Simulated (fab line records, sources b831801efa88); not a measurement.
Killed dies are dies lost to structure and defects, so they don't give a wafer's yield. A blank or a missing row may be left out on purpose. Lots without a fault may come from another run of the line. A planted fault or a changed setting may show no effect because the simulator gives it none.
Which tool did it? | flow gf180mcu | 6 lots, 18 wafers sampled, at 3 steps of a route of 602

WHAT THE GAUGES READ, wafer by wafer
GF_MIM_THK_MEAS_06.
lot  | measured     | on            | MIM_CVD_05_THK (nm)
L307 | day 25 12:25 | film_metro-03 | 41.5 42.2 42.3
L312 | day 27 01:57 | film_metro-03 | 42.0 41.2 41.9
L315 | day 27 14:48 | film_metro-02 | 42.3 42.1 49.9
L320 | day 29 07:48 | film_metro-03 | 41.9 42.2 42.3
L323 | day 30 01:22 | film_metro-03 | 41.8 42.6 42.4
L325 | day 30 17:40 | film_metro-03 | 42.4 42.2 43.3

WHICH TOOL RAN EACH LOT (tool, then ch and the chambers of the sampled wafers, then the start)
lot  | GF_V4_SPUTTER_22             | GF_MIM_CVD_05
L307 | pvd_sputter-01, day 25 11:32 | pecvd-02 ch 1,2, day 25 12:23
L312 | pvd_sputter-03, day 27 01:04 | pecvd-04 ch 0,1,2, day 27 01:55
L315 | pvd_sputter-03, day 27 13:55 | pecvd-04 ch 0,1,2, day 27 14:46
L320 | pvd_sputter-03, day 29 06:53 | pecvd-02 ch 0,1,2, day 29 07:46
L323 | pvd_sputter-03, day 30 00:27 | pecvd-02 ch 0,1,2, day 30 01:18
L325 | pvd_sputter-02, day 30 16:46 | pecvd-02 ch 1,2, day 30 17:37
- GF_V4_SPUTTER_22: material TiN, target thk 10 nm, time 40 s.
- GF_MIM_CVD_05: deposits Si3N4, target thk 42 nm, time 29.086 s.

THE ANSWER, worked out from the rows above alone
Rule: what is usual is taken from the lots themselves. Put in order of their means at a reading, lots are off if they are a third of the lots or fewer, leave a main group of 4 or more, and stand apart from it by a gap of 3 or more times the standard deviation of the main group's means; of several such gaps the widest counts. A main group whose means are all the same, to the digits that the tables above print for the reading, isn't used. A lot without any number at a reading at which 4 lots or more have one is off too. The other lots that the step has rows for count as sound.
Off: L315, at GF_MIM_THK_MEAS_06 (MIM_CVD_05_THK). The main group: mean 42.1 nm, standard deviation 0.31.
A tool fits if, at a process step before that reading, it ran every lot that is off, and no sound lot after the first of them. The gauges at GF_MIM_THK_MEAS_06 are tried like those tools. Can't be told from this: 2 tools fit, pecvd-04 at GF_MIM_CVD_05, film_metro-02 at GF_MIM_THK_MEAS_06.

WHAT THE SIMULATOR HAD PUT IN
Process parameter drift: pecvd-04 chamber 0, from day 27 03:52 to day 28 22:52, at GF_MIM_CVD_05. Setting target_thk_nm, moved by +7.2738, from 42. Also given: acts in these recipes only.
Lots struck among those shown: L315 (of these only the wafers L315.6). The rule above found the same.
